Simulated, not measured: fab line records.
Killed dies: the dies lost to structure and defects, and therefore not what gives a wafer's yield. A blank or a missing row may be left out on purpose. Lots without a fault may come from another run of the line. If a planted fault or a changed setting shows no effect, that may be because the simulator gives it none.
fab line records | flow gf180mcu
record lots=5 wafers=15 last-day=34
route steps=602 shown V4@483 MIM@503
lots that met no fault: from a run of the same line without faults
start-h: the number of hours between the record's first day and the start of the first shown wafer of the lot | wait-h: hours elapsed since this lot's preceding step | " identical to the entry in the row above | L1.1+2: one row covering several wafers at once | - no value, or no start given | * or withheld: withheld | < > ~ a bound
route shown NAME@n: names a module that has steps shown in the file, with the first one's number in the route | usual: mean and standard deviation over wafers with no fault | same: alike in all rows | chamber/n: place in a boat | sites: each site's reading | _std_site: standard deviation across them | _edge_site: mean of outer sites minus mean of inner sites | radius-mm: for every site, how far away it sits from the centre of the wafer | mask NAME#n: copy n | behind: the most recent tool/chamber to have shaped the wafer | hold: reason for holding the lot/hours on hold/outcome of the hold | device: the transistor (n, p or np) that didn't switch | end of line: the route-end tests of the same wafers | where a step has no rows: the recipe by itself | killed: dies that structure and defects cost at the first sort, which is not the same as the wafer's yield | map: dies across one wafer; x = killed, . = not, _ = none there
set.NAME: the setting that was run; set.NAME@STEP: the one run at that earlier step | model.NAME: the simulator's own value behind a step, which no gauge read
lots at some steps of the route; a table a step, a row a wafer
services: the hour from which a tool's chamber was out of use, counted from the record's first day as start-h (under 0 if before that day), plus the number of hours and why
## steps
# step GF_V4_HMDS_07
# recipe prime-time-s=60 prime-temp-c=120
# usual prime-temp-c=120.02/0.14 resist-line-temp-C=22.98/0.11
# columns lot.wafer tool chamber start-h wait-h prime-temp-c resist-line-temp-C
L078.2 litho-track-01 0 589.07 0.1 119.94 23.11
L078.4 " 0 " " 120.07 23.01
L078.5 " 0 " " 120.07 22.93
L084.1 litho-track-04 0 631.81 0.1 119.89 22.73
L084.2 " 0 " " 119.88 22.80
L084.3 " 0 " " 120.17 22.89
L086.3 litho-track-01 0 642.89 0.1 120.09 22.98
L086.4 " 0 " " 120.12 23.06
L086.5 " 0 " " 119.93 23.02
L091.2 litho-track-04 0 684.83 0.1 120.16 23.20
L091.3 " 0 " " 120.13 23.20
L091.4 " 0 " " 120.20 23.13
L095.2 litho-track-02 0 710.94 0.1 119.98 22.99
L095.3 " 0 " " 120.12 23.15
L095.4 " 0 " " 119.99 22.97
# step GF_V4_COAT_08
# recipe resist=BARC temp-c=withheld time-s=withheld spin-rpm=withheld resist-thk-nm=withheld
# usual resist-line-temp-C=*
# columns lot.wafer tool chamber start-h wait-h resist-line-temp-C
L078.2 litho-track-01 0 589.22 0.1 *
L078.4 " 0 " " *
L078.5 " 0 " " *
L084.1 litho-track-04 0 631.96 0.1 *
L084.2 " 0 " " *
L084.3 " 0 " " *
L086.3 litho-track-01 0 643.04 0.1 *
L086.4 " 0 " " *
L086.5 " 0 " " *
L091.2 litho-track-04 0 684.98 0.1 *
L091.3 " 0 " " *
L091.4 " 0 " " *
L095.2 litho-track-02 0 711.09 0.1 *
L095.3 " 0 " " *
L095.4 " 0 " " *
# step GF_V4_COAT_09
# recipe resist=KrF spin-rpm=withheld resist-thk-nm=1000
# usual resist-line-temp-C=23.00/0.11
# columns lot.wafer tool chamber start-h wait-h resist-line-temp-C
L078.2 litho-track-01 0 - - 22.93
L078.4 " 0 " " 23.14
L078.5 " 0 " " 22.94
L084.1 litho-track-04 0 - - 22.91
L084.2 " 0 " " 22.91
L084.3 " 0 " " 22.61
L086.3 litho-track-01 0 - - 23.04
L086.4 " 0 " " 23.15
L086.5 " 0 " " 23.00
L091.2 litho-track-04 0 - - 22.92
L091.3 " 0 " " 22.93
L091.4 " 0 " " 23.01
L095.2 litho-track-02 0 - - 23.20
L095.3 " 0 " " 22.95
L095.4 " 0 " " 23.16
# step GF_V4_SOFTBAKE_10
# recipe temp-c=130 time-s=60 resist=KrF
# usual resist-line-temp-C=22.98/0.1
# columns lot.wafer tool chamber start-h wait-h resist-line-temp-C
L078.2 litho-track-01 0 - - 22.74
L078.4 " 0 " " 22.95
L078.5 " 0 " " 22.90
L084.1 litho-track-04 0 - - 22.86
L084.2 " 0 " " 22.88
L084.3 " 0 " " 23.05
L086.3 litho-track-01 0 - - 23.15
L086.4 " 0 " " 23.01
L086.5 " 0 " " 22.91
L091.2 litho-track-04 0 - - 23.02
L091.3 " 0 " " 22.85
L091.4 " 0 " " 22.84
L095.2 litho-track-02 0 - - 22.96
L095.3 " 0 " " 23.02
L095.4 " 0 " " 22.84
# step GF_V4_EXPOSE_11
# recipe mask-id=Via4 target-cd-nm=260 na=0.68 source-shape=conventional sigma-outer=0.6 dose-mj=38
# usual stage-vel-mm-s=500.04/0.25
# columns lot.wafer tool chamber start-h wait-h mask stage-vel-mm-s
L078.2 krf-scanner-02 0 - - Via4#0 499.90
L078.4 " 0 " " Via4#0 499.84
L078.5 " 0 " " Via4#0 499.60
L084.1 krf-scanner-02 0 - - Via4#0 500.08
L084.2 " 0 " " Via4#0 499.69
L084.3 " 0 " " Via4#0 500.23
L086.3 krf-scanner-02 0 - - Via4#0 499.56
L086.4 " 0 " " Via4#0 499.84
L086.5 " 0 " " Via4#0 499.56
L091.2 krf-scanner-01 0 - - Via4#0 500.13
L091.3 " 0 " " Via4#0 500.12
L091.4 " 0 " " Via4#0 499.81
L095.2 krf-scanner-02 0 - - Via4#0 500.29
L095.3 " 0 " " Via4#0 500.19
L095.4 " 0 " " Via4#0 500.51
# step GF_V4_PEB_12
# recipe peb-temp-c=135 peb-time-s=90 resist=KrF
# usual resist-line-temp-C=22.99/0.1
# columns lot.wafer tool chamber start-h wait-h resist-line-temp-C
L078.2 litho-track-02 0 - - 23.02
L078.4 " 0 " " 23.06
L078.5 " 0 " " 23.10
L084.1 litho-track-04 0 - - 22.85
L084.2 " 0 " " 22.83
L084.3 " 0 " " 22.85
L086.3 litho-track-02 0 - - 22.98
L086.4 " 0 " " 22.89
L086.5 " 0 " " 22.85
L091.2 litho-track-01 0 - - 23.14
L091.3 " 0 " " 23.12
L091.4 " 0 " " 22.94
L095.2 litho-track-04 0 - - 23.06
L095.3 " 0 " " 22.97
L095.4 " 0 " " 22.95
# step GF_V4_DEVELOP_13
# recipe develop-time-s=60 resist=KrF dev-temp-c=21
# usual developer-temp-C=21.01/0.11 resist-line-temp-C=23.01/0.11
# columns lot.wafer tool chamber start-h wait-h developer-temp-C resist-line-temp-C
L078.2 litho-track-02 0 600.29 0.2 21.12 23.03
L078.4 " 0 " " 21.01 22.99
L078.5 " 0 " " 21.13 23.03
L084.1 litho-track-04 0 642.31 0.2 21.01 23.08
L084.2 " 0 " " 20.90 23.01
L084.3 " 0 " " 21.04 22.83
L086.3 litho-track-02 0 652.87 0.1 20.90 22.91
L086.4 " 0 " " 21.01 22.95
L086.5 " 0 " " 21.01 22.94
L091.2 litho-track-01 0 694.57 0.2 20.93 23.10
L091.3 " 0 " " 20.83 23.07
L091.4 " 0 " " 20.95 22.97
L095.2 litho-track-04 0 720.63 0.2 21.09 22.88
L095.3 " 0 " " 21.09 23.03
L095.4 " 0 " " 20.86 23.00
# step GF_V4_CD_MEAS_14
# recipe target-cd-nm=260
# usual cd-nm=260.2/1.2
# columns lot.wafer tool chamber start-h wait-h cd-nm
L078.2 cd-sem-02 - 600.44 0.1 261.6
L078.4 " - " " 262.4
L078.5 " - " " 261.7
L084.1 cd-sem-02 - 642.46 0.1 261.9
L084.2 " - " " 261.1
L084.3 " - " " 262.4
L086.3 cd-sem-02 - 653.01 0.1 259.1
L086.4 " - " " 259.3
L086.5 " - " " 258.9
L091.2 cd-sem-02 - 694.71 0.1 259.4
L091.3 " - " " 259.5
L091.4 " - " " 258.7
L095.2 cd-sem-01 - 720.78 0.1 261.8
L095.3 " - " " 260.5
L095.4 " - " " 260.3
# step GF_V4_OVL_MEAS_15
# usual V4_OVL=-2/5.3
# columns lot.wafer tool chamber start-h wait-h V4_OVL[nm]
L078.2 overlay-02 - 600.56 0.1 2
L078.4 " - " " -2
L078.5 " - " " -5
L084.1 overlay-01 - 642.58 0.1 3
L084.2 " - " " 7
L084.3 " - " " 2
L086.3 overlay-01 - 653.10 0.1 4
L086.4 " - " " -5
L086.5 " - " " -6
L091.2 overlay-01 - 694.82 0.1 -7
L091.3 " - " " -4
L091.4 " - " " -4
L095.2 overlay-02 - 720.88 0.1 1
L095.3 " - " " 5
L095.4 " - " " 0
# step GF_V4_ETCH_16
# recipe chemistry=N2/H2 target-depth-a=withheld overetch-a=withheld time-s=withheld target=BARC ion-energy-ev=200 source-w=500 bias-w=100 pressure-mtorr=30 n2-flow-sccm=100 h2-flow-sccm=200
# usual drypump-motor-current-A=5.6/0.55 oes-product-au=0.855/0.005 throttle-valve-pct=13.225/0.0095
# columns lot.wafer tool chamber start-h wait-h drypump-motor-current-A oes-product-au throttle-valve-pct
L078.2 rie-diel-02 1 600.59 0.0 6.5 0.858 13.235
L078.4 " 2 " " 5.5 0.856 13.225
L078.5 " 1 " " 6.4 0.850 13.213
L084.1 rie-diel-01 0 642.61 0.0 5.1 0.854 13.224
L084.2 " 2 " " 6.0 0.852 13.219
L084.3 " 3 " " 5.3 0.853 13.228
L086.3 rie-diel-02 1 653.12 0.0 6.4 0.848 13.233
L086.4 " 0 " " 5.9 0.854 13.246
L086.5 " 3 " " 6.0 0.863 13.234
L091.2 rie-diel-04 2 694.85 0.0 6.4 0.861 13.232
L091.3 " 3 " " 5.4 0.860 13.227
L091.4 " 0 " " 5.6 0.859 13.224
L095.2 rie-diel-02 1 720.91 0.0 6.4 0.847 13.213
L095.3 " 3 " " 6.0 0.849 13.214
L095.4 " 2 " " 5.5 0.859 13.225
# step GF_V4_ETCH_17
# recipe chemistry=C4F8/O2/Ar mask-material=KrF target=SiO2 stop-on=TiN source-w=1500 bias-w=1200 pressure-mtorr=40 c4f8-flow-sccm=withheld O2_flow_sccm=6 Ar_flow_sccm=300 time-s=withheld target-depth-a=6300
# usual oes-product-au=0.856/0.0053
# columns lot.wafer tool chamber start-h wait-h oes-product-au
L078.2 rie-diel-02 1 - - 0.859
L078.4 " 2 " " 0.861
L078.5 " 1 " " 0.857
L084.1 rie-diel-01 0 - - 0.849
L084.2 " 2 " " 0.857
L084.3 " 3 " " 0.854
L086.3 rie-diel-02 1 - - 0.851
L086.4 " 0 " " 0.849
L086.5 " 3 " " 0.858
L091.2 rie-diel-04 2 - - 0.854
L091.3 " 3 " " 0.859
L091.4 " 0 " " 0.851
L095.2 rie-diel-02 1 - - 0.860
L095.3 " 3 " " 0.860
L095.4 " 2 " " 0.857
# step GF_V4_STRIP_18
# recipe chemistry=O2/N2 power-w=1400 pressure-mtorr=1500 platen-temp-c=250 o2-flow-sccm=3000 n2-flow-sccm=300 overash-fraction=0.5
# usual drypump-motor-current-A=5.9/0.52 heater-power-w=337/28 oes-product-au=0.593/0.0052
# columns lot.wafer tool chamber start-h wait-h drypump-motor-current-A heater-power-w oes-product-au rf-hours-counter-h
L078.2 plasma-asher-03 0 600.72 - 6.8 353 0.597 83
L078.4 " 1 " " 5.9 364 0.594 -
L078.5 " 1 " " 5.9 358 0.586 -
L084.1 plasma-asher-03 0 642.74 - 6.7 362 0.582 87
L084.2 " 1 " " 6.0 362 0.579 87
L084.3 " 1 " " 6.0 366 0.597 -
L086.3 plasma-asher-03 1 653.29 - 6.0 360 0.591 -
L086.4 " 0 " " 6.7 359 0.591 -
L086.5 " 0 " " 6.7 349 0.584 -
L091.2 plasma-asher-04 1 694.98 - 5.5 300 0.592 59
L091.3 " 0 " " 5.2 325 0.590 -
L091.4 " 1 " " 5.5 303 0.593 -
L095.2 plasma-asher-04 0 721.04 - 5.2 327 0.594 62
L095.3 " 1 " " 5.5 318 0.591 -
L095.4 " 0 " " 5.2 326 0.587 -
# step GF_V4_STRIP_19
# recipe chemistry=post-etch-residue-remover time-s=1200 temp-c=72.5
# columns lot.wafer tool chamber start-h wait-h
L078.2+4+5 wet-bench-03 3 600.82 0.1
L084.1+2+3 wet-bench-04 0 642.84 0.1
L086.3+4+5 wet-bench-03 3 653.35 0.0
L091.2+3+4 wet-bench-04 3 695.08 0.1
L095.2+3+4 wet-bench-03 2 721.14 0.1
# step GF_V4_CLEAN_20
# recipe chemistry=DIW dry=n2-spin
# columns lot.wafer tool chamber start-h wait-h
L078.2+4+5 wet-bench-04 2 601.19 0.0
L084.1+2+3 wet-bench-03 3 643.18 0.0
L086.3+4+5 wet-bench-04 3 653.70 0.0
L091.2+3+4 wet-bench-03 2 695.45 0.0
L095.2+3+4 wet-bench-04 0 721.53 0.0
# step GF_V4_SPUTTER_21
# recipe material=Ti target-thk-nm=15 chamber-pressure-pa=5 power-w=2500 substrate-temp-c=200 time-s=80.02
# usual throttle-valve-pct=30.2/0.88
# columns lot.wafer tool chamber start-h wait-h throttle-valve-pct
L078.2 pvd-sputter-04 - 601.28 0.0 31.1
L078.4 " - " " 30.0
L078.5 " - " " 29.7
L084.1 pvd-sputter-04 - 643.28 0.0 31.4
L084.2 " - " " 29.6
L084.3 " - " " 29.7
L086.3 pvd-sputter-04 - 653.79 0.0 29.5
L086.4 " - " " 31.4
L086.5 " - " " 29.5
L091.2 pvd-sputter-04 - 695.54 0.0 31.4
L091.3 " - " " 29.7
L091.4 " - " " 30.3
L095.2 pvd-sputter-04 - 721.62 0.0 30.1
L095.3 " - " " 29.6
L095.4 " - " " 29.7
# step GF_V4_SPUTTER_22
# recipe material=TiN target-thk-nm=10 chamber-pressure-pa=5 power-w=4000 time-s=40
# usual throttle-valve-pct=30.2/0.89
# columns lot.wafer tool chamber start-h wait-h throttle-valve-pct
L078.2 pvd-sputter-04 - 601.34 0.0 31.2
L078.4 " - " " 30.1
L078.5 " - " " 29.7
L084.1 pvd-sputter-04 - 643.35 0.0 31.4
L084.2 " - " " 29.5
L084.3 " - " " 29.5
L086.3 pvd-sputter-04 - 653.85 0.0 29.6
L086.4 " - " " 31.3
L086.5 " - " " 29.5
L091.2 pvd-sputter-04 - 695.60 0.0 31.3
L091.3 " - " " 29.8
L091.4 " - " " 30.1
L095.2 pvd-sputter-04 - 721.68 0.0 30.2
L095.3 " - " " 29.4
L095.4 " - " " 29.7
# step GF_V4_CVD_23
# recipe material=W target-thk-nm=350 time-s=104.9 temp-c=400 pressure-torr=40
# usual heater-power-w=855/97
# columns lot.wafer tool chamber start-h wait-h heater-power-w
L078.2 cvd-w-01 1 601.38 0.0 858
L078.4 " 1 " " 866
L078.5 " 1 " " 888
L084.1 cvd-w-01 0 643.38 0.0 841
L084.2 " 1 " " 893
L084.3 " 0 " " 853
L086.3 cvd-w-01 1 653.96 0.1 885
L086.4 " 1 " " 859
L086.5 " 1 " " 863
L091.2 cvd-w-01 1 695.68 0.1 885
L091.3 " 1 " " 882
L091.4 " 1 " " 878
L095.2 cvd-w-01 1 721.75 0.1 875
L095.3 " 1 " " 876
L095.4 " 1 " " 861
# step GF_V4_RS_MEAS_24
# recipe thk-meas-gauge=four-point-probe reads=W_of_V4_CVD_23+TiN_of_V4_SPUTTER_22+Ti_of_V4_SPUTTER_21
# usual V4_W_RS=0.327/0.0033
# columns lot.wafer tool chamber start-h wait-h V4_W_RS[ohm/sq]
L078.2 film-metro-03 - 601.51 0.1 0.332
L078.4 " - " " 0.330
L078.5 " - " " 0.332
L084.1 film-metro-01 - 643.50 0.1 0.325
L084.2 " - " " 0.333
L084.3 " - " " 0.327
L086.3 film-metro-03 - 654.15 0.2 0.327
L086.4 " - " " 0.326
L086.5 " - " " 0.330
L091.2 film-metro-01 - 695.89 0.2 0.328
L091.3 " - " " 0.326
L091.4 " - " " 0.330
L095.2 film-metro-03 - 721.96 0.2 0.327
L095.3 " - " " 0.329
L095.4 " - " " 0.329
# step GF_V4_THK_MEAS_25
# recipe thk-meas-gauge=xrf reads=W_of_V4_CVD_23
# usual V4_W_THK=338/4.1
# columns lot.wafer tool chamber start-h wait-h V4_W_THK[nm]
L078.2 film-metro-03 - 601.62 0.1 334
L078.4 " - " " 335
L078.5 " - " " 332
L084.1 film-metro-01 - 643.62 0.1 335
L084.2 " - " " 328
L084.3 " - " " 334
L086.3 film-metro-03 - 654.25 0.1 336
L086.4 " - " " 339
L086.5 " - " " 334
L091.2 film-metro-01 - 696.00 0.1 335
L091.3 " - " " 334
L091.4 " - " " 332
L095.2 film-metro-03 - 722.07 0.1 337
L095.3 " - " " 336
L095.4 " - " " 337
# step GF_V4_CMP_26
# recipe stop-on=SiO2 down-force-psi=3.5 platen-rpm=60 t-overpolish-s=15 target-thk-nm=0 pad-velocity-m-s=0.94248
# usual motor-current-A=10.7/0.86 overpolish-run-s=15.001/0.009 retaining-ring-pressure-frac=1.000/0.0046 time-to-endpoint-s=87/3.7
# columns lot.wafer tool chamber start-h wait-h motor-current-A overpolish-run-s retaining-ring-pressure-frac time-to-endpoint-s
L078.2 cmp-01 3 601.67 0.0 11.7 14.996 1.006 86
L078.4 " 0 " " 10.3 14.997 0.999 88
L078.5 " 0 " " 10.5 14.988 1.002 90
L084.2 cmp-02 3 643.68 0.0 10.0 14.991 1.003 88
L084.3 " 1 " " 10.2 15.002 0.998 84
L084.1 " 2 " " 12.6 15.002 1.007 92
L086.3 cmp-02 0 654.34 0.1 10.0 15.000 0.996 82
L086.4 " 1 " " 9.7 14.985 1.003 85
L086.5 " 3 " " 10.0 15.004 1.002 87
L091.3 cmp-02 1 696.05 0.0 10.5 15.004 1.000 90
L091.2 " 2 " " 12.3 15.003 1.005 95
L091.4 " 0 " " 9.8 14.993 0.998 87
L095.2 cmp-02 3 722.17 0.1 10.0 15.013 0.996 91
L095.4 " 0 " " 10.5 15.019 1.001 85
L095.3 " 1 " " 9.8 14.989 0.998 89
# step GF_MIM_SPUTTER_00
# recipe material=Ti target-thk-nm=37.5 arriving-ion-energy-ev=80 substrate-temp-c=200 chamber-pressure-pa=2 power-w=4000 time-s=150
# usual throttle-valve-pct=30.1/0.64
# columns lot.wafer tool chamber start-h wait-h throttle-valve-pct
L078.2 pvd-sputter-04 - 601.97 0.2 31.2
L078.4 " - " " 29.8
L078.5 " - " " 29.9
L084.1 pvd-sputter-03 - 643.98 0.1 29.6
L084.2 " - " " 29.9
L084.3 " - " " 28.6
L086.3 pvd-sputter-03 - 654.59 0.2 28.3
L086.4 " - " " 30.6
L086.5 " - " " 30.5
L091.2 pvd-sputter-03 - 696.35 0.2 29.6
L091.3 " - " " 29.8
L091.4 " - " " 28.6
L095.2 pvd-sputter-04 - 722.42 0.2 31.2
L095.3 " - " " 29.6
L095.4 " - " " 29.7
# step GF_MIM_SPUTTER_01
# recipe material=TiN target-thk-nm=30 power-w=6500 time-s=25 chamber-pressure-pa=0.4
# usual throttle-valve-pct=30.1/0.67
# columns lot.wafer tool chamber start-h wait-h throttle-valve-pct
L078.2 pvd-sputter-04 - 602.07 0.1 31.6
L078.4 " - " " 29.7
L078.5 " - " " 30.1
L084.1 pvd-sputter-03 - 644.08 0.1 29.6
L084.2 " - " " 30.0
L084.3 " - " " 28.3
L086.3 pvd-sputter-03 - 654.69 0.1 28.4
L086.4 " - " " 30.4
L086.5 " - " " 30.3
L091.2 pvd-sputter-03 - 696.45 0.1 29.7
L091.3 " - " " 29.9
L091.4 " - " " 28.4
L095.2 pvd-sputter-04 - 722.52 0.1 31.2
L095.3 " - " " 29.8
L095.4 " - " " 29.8
# step GF_MIM_SPUTTER_02
# recipe material=AlCu target-thk-nm=450 power-w=10600 time-s=23.9 chamber-pressure-pa=0.4
# usual throttle-valve-pct=30.1/0.67
# columns lot.wafer tool chamber start-h wait-h throttle-valve-pct
L078.2 pvd-sputter-04 - 602.10 0.0 31.4
L078.4 " - " " 29.7
L078.5 " - " " 30.1
L084.1 pvd-sputter-03 - 644.11 0.0 29.9
L084.2 " - " " 29.9
L084.3 " - " " 28.5
L086.3 pvd-sputter-03 - 654.72 0.0 28.3
L086.4 " - " " 30.7
L086.5 " - " " 30.5
L091.2 pvd-sputter-03 - 696.48 0.0 29.8
L091.3 " - " " 30.4
L091.4 " - " " 28.6
L095.2 pvd-sputter-04 - 722.55 0.0 31.2
L095.3 " - " " 29.6
L095.4 " - " " 29.6
# step GF_MIM_SPUTTER_03
# recipe material=Ti target-thk-nm=10 substrate-temp-c=300 chamber-pressure-pa=0.3 power-w=3000 time-s=6.7
# usual throttle-valve-pct=30.1/0.66
# columns lot.wafer tool chamber start-h wait-h throttle-valve-pct
L078.2 pvd-sputter-04 - 602.13 0.0 31.2
L078.4 " - " " 29.4
L078.5 " - " " 30.4
L084.1 pvd-sputter-03 - 644.14 0.0 29.9
L084.2 " - " " 30.2
L084.3 " - " " 28.4
L086.3 pvd-sputter-03 - 654.75 0.0 28.3
L086.4 " - " " 30.6
L086.5 " - " " 30.4
L091.2 pvd-sputter-03 - 696.51 0.0 29.7
L091.3 " - " " 30.2
L091.4 " - " " 28.6
L095.2 pvd-sputter-04 - 722.58 0.0 31.5
L095.3 " - " " 29.8
L095.4 " - " " 29.6
# step GF_MIM_SPUTTER_04
# recipe material=TiN target-thk-nm=50 power-w=6500 time-s=41.7 chamber-pressure-pa=0.4
# usual throttle-valve-pct=30.1/0.65
# columns lot.wafer tool chamber start-h wait-h throttle-valve-pct
L078.2 pvd-sputter-04 - 602.15 0.0 31.6
L078.4 " - " " 29.8
L078.5 " - " " 30.2
L084.1 pvd-sputter-03 - 644.16 0.0 29.5
L084.2 " - " " 30.2
L084.3 " - " " 28.5
L086.3 pvd-sputter-03 - 654.77 0.0 28.7
L086.4 " - " " 30.5
L086.5 " - " " 30.4
L091.2 pvd-sputter-03 - 696.53 0.0 29.6
L091.3 " - " " 30.2
L091.4 " - " " 28.1
L095.2 pvd-sputter-04 - 722.60 0.0 31.3
L095.3 " - " " 29.7
L095.4 " - " " 30.1
# step GF_MIM_CVD_05
# recipe material=Si3N4 target-thk-nm=42 temp-max-c=400 temp-c=385 time-s=29.086 rf-w=450
# usual heater-power-w=650/100
# columns lot.wafer tool chamber start-h wait-h heater-power-w
L078.2 pecvd-04 2 602.19 0.0 628
L078.4 " 2 " " 673
L078.5 " 0 " " 487
L084.1 pecvd-01 0 644.20 0.0 598
L084.2 " 2 " " 757
L084.3 " 1 " " 714
L086.3 pecvd-04 0 654.81 0.0 504
L086.4 " 0 " " 524
L086.5 " 2 " " 627
L091.2 pecvd-04 0 696.57 0.0 523
L091.3 " 2 " " 671
L091.4 " 2 " " 682
L095.2 pecvd-04 2 722.64 0.0 660
L095.3 " 1 " " 747
L095.4 " 1 " " 755
# step GF_MIM_THK_MEAS_06
# recipe reads=Si3N4_of_MIM_CVD_05
# usual MIM_CVD_05_THK=42.2/0.65
# columns lot.wafer tool chamber start-h wait-h MIM_CVD_05_THK[nm]
L078.2 film-metro-04 - 602.24 0.0 42.0
L078.4 " - " " 42.6
L078.5 " - " " 42.4
L084.1 film-metro-04 - 644.23 0.0 42.3
L084.2 " - " " 42.7
L084.3 " - " " 42.9
L086.3 film-metro-04 - 654.87 0.0 42.7
L086.4 " - " " 43.3
L086.5 " - " " 42.8
L091.2 film-metro-03 - 696.61 0.0 42.6
L091.3 " - " " 41.6
L091.4 " - " " 42.5
L095.2 film-metro-04 - 722.69 0.0 41.6
L095.3 " - " " 40.8
L095.4 " - " " 41.8
# step GF_MIM_SPUTTER_07
# recipe material=TiN target-thk-nm=60 power-w=6500 time-s=50 chamber-pressure-pa=0.4
# usual throttle-valve-pct=30.1/0.63
# columns lot.wafer tool chamber start-h wait-h throttle-valve-pct
L078.2 pvd-sputter-03 - 602.29 0.0 30.2
L078.4 " - " " 28.2
L078.5 " - " " 30.5
L084.1 pvd-sputter-01 - 644.29 0.1 30.1
L084.2 " - " " 30.4
L084.3 " - " " 30.3
L086.3 pvd-sputter-04 - 654.91 0.0 29.8
L086.4 " - " " 29.9
L086.5 " - " " 29.6
L091.2 pvd-sputter-04 - 696.66 0.0 30.2
L091.3 " - " " 31.4
L091.4 " - " " 29.8
L095.2 pvd-sputter-03 - 722.74 0.0 30.6
L095.3 " - " " 30.3
L095.4 " - " " 28.4
# step GF_MIM_SPUTTER_08
# recipe material=AlCu target-thk-nm=200 power-w=10600 time-s=10.6 chamber-pressure-pa=0.4
# usual throttle-valve-pct=30.1/0.6
# columns lot.wafer tool chamber start-h wait-h throttle-valve-pct
L078.2 pvd-sputter-03 - 602.33 0.0 29.9
L078.4 " - " " 28.4
L078.5 " - " " 30.3
L084.1 pvd-sputter-01 - 644.33 0.0 30.2
L084.2 " - " " 30.5
L084.3 " - " " 30.5
L086.3 pvd-sputter-04 - 654.95 0.0 29.7
L086.4 " - " " 29.6
L086.5 " - " " 29.9
L091.2 pvd-sputter-04 - 696.71 0.0 30.3
L091.3 " - " " 31.4
L091.4 " - " " 29.5
L095.2 pvd-sputter-03 - 722.78 0.0 30.5
L095.3 " - " " 29.9
L095.4 " - " " 28.3
# step GF_MIM_SPUTTER_09
# recipe material=TiN target-thk-nm=35 power-w=6500 time-s=29.2 chamber-pressure-pa=0.4
# usual throttle-valve-pct=30.1/0.63
# columns lot.wafer tool chamber start-h wait-h throttle-valve-pct
L078.2 pvd-sputter-03 - 602.35 0.0 29.8
L078.4 " - " " 28.5
L078.5 " - " " 30.5
L084.1 pvd-sputter-01 - 644.36 0.0 30.4
L084.2 " - " " 30.5
L084.3 " - " " 30.2
L086.3 pvd-sputter-04 - 654.97 0.0 29.5
L086.4 " - " " 29.6
L086.5 " - " " 29.5
L091.2 pvd-sputter-04 - 696.73 0.0 30.4
L091.3 " - " " 31.3
L091.4 " - " " 29.5
L095.2 pvd-sputter-03 - 722.80 0.0 30.6
L095.3 " - " " 30.1
L095.4 " - " " 28.3
# step GF_MIM_RS_MEAS_10
# recipe thk-meas-gauge=four-point-probe reads=TiN_of_MIM_SPUTTER_09+AlCu_of_MIM_SPUTTER_08+TiN_of_MIM_SPUTTER_07
# usual MIM_ALCU_RS=0.1608/0.0025
# columns lot.wafer tool chamber start-h wait-h MIM_ALCU_RS[ohm/sq]
L078.2 film-metro-01 - 602.41 0.0 0.1612
L078.4 " - " " 0.1639
L078.5 " - " " 0.1617
L084.1 film-metro-01 - 644.39 0.0 0.1599
L084.2 " - " " 0.1566
L084.3 " - " " 0.1622
L086.3 film-metro-01 - 655.04 0.1 0.1634
L086.4 " - " " 0.1635
L086.5 " - " " 0.1632
L091.2 film-metro-01 - 696.78 0.0 0.1581
L091.3 " - " " 0.1633
L091.4 " - " " 0.1640
L095.2 film-metro-04 - 722.86 0.0 0.1640
L095.3 " - " " 0.1637
L095.4 " - " " 0.1659
# step GF_MIM_THK_MEAS_11
# recipe thk-meas-gauge=xrf reads=AlCu_of_MIM_SPUTTER_08
# usual MIM_ALCU_THK=202/3.3
# columns lot.wafer tool chamber start-h wait-h MIM_ALCU_THK[nm]
L078.2 film-metro-01 - 602.52 0.1 203
L078.4 " - " " 198
L078.5 " - " " 202
L084.1 film-metro-01 - 644.51 0.1 205
L084.2 " - " " 208
L084.3 " - " " 202
L086.3 film-metro-01 - 655.14 0.1 200
L086.4 " - " " 201
L086.5 " - " " 200
L091.2 film-metro-01 - 696.89 0.1 206
L091.3 " - " " 199
L091.4 " - " " 198
L095.2 film-metro-04 - 722.97 0.1 199
L095.3 " - " " 199
L095.4 " - " " 197
# step GF_MIM_DEHYDRATE_12
# recipe temp-c=200 time-s=60
# usual resist-line-temp-C=23.01/0.12
# columns lot.wafer tool chamber start-h wait-h resist-line-temp-C
L078.2 litho-track-03 0 611.86 9.3 23.02
L078.4 " 0 " " 23.12
L078.5 " 0 " " 23.03
L084.1 litho-track-02 0 653.27 8.7 23.19
L084.2 " 0 " " 23.10
L084.3 " 0 " " 23.12
L086.3 litho-track-01 0 664.09 8.9 23.15
L086.4 " 0 " " 22.94
L086.5 " 0 " " 22.97
L091.2 litho-track-03 0 705.96 9.1 23.06
L091.3 " 0 " " 22.91
L091.4 " 0 " " 22.98
L095.2 litho-track-01 0 731.07 8.1 23.17
L095.3 " 0 " " 23.04
L095.4 " 0 " " 23.09
# step GF_MIM_HMDS_13
# recipe prime-time-s=60 prime-temp-c=120
# usual prime-temp-c=119.97/0.14 resist-line-temp-C=23.02/0.097
# columns lot.wafer tool chamber start-h wait-h prime-temp-c resist-line-temp-C
L078.2 litho-track-03 0 612.01 0.1 120.12 23.09
L078.4 " 0 " " 120.20 23.14
L078.5 " 0 " " 119.80 23.13
L084.1 litho-track-02 0 653.42 0.1 120.00 23.05
L084.2 " 0 " " 119.81 23.11
L084.3 " 0 " " 120.02 23.10
L086.3 litho-track-01 0 664.24 0.1 120.10 22.99
L086.4 " 0 " " 120.09 22.99
L086.5 " 0 " " 120.09 23.07
L091.2 litho-track-03 0 706.11 0.1 119.85 22.87
L091.3 " 0 " " 120.04 22.91
L091.4 " 0 " " 120.00 23.01
L095.2 litho-track-01 0 731.22 0.1 119.85 23.04
L095.3 " 0 " " 119.79 23.06
L095.4 " 0 " " 119.89 22.97
## services
# columns tool chamber start-h hours kind
pecvd-04 - 569.91 2.8 pm
krf-scanner-02 - 572.75 0.8 pm
rie-diel-04 - 588.68 0.9 repair
rie-diel-01 3 592.49 4.2 repair
cmp-02 - 596.49 8.9 repair
cmp-02 - 605.36 5.1 pm
rie-diel-01 - 609.67 1.9 repair
krf-scanner-02 - 620.85 3.4 repair
rie-diel-02 2 621.85 3.3 repair
cvd-w-01 - 623.59 6.9 pm
krf-scanner-02 - 640.14 1.3 pm
cvd-w-01 - 642.33 0.5 repair
rie-diel-02 2 652.38 15.0 repair
cvd-w-01 0 653.60 74.9 repair
pvd-sputter-03 - 659.12 1.7 repair
krf-scanner-02 - 666.38 1.0 pm
cmp-02 - 673.41 1.2 repair
rie-diel-02 - 674.79 14.6 pm
pvd-sputter-01 - 691.69 2.4 repair
plasma-asher-03 - 699.93 4.0 repair
krf-scanner-02 - 701.04 4.4 pm
rie-diel-02 2 701.80 2.5 repair
rie-diel-02 3 724.84 7.2 repair
rie-diel-02 - 725.42 2.8 pm
## key
fault none
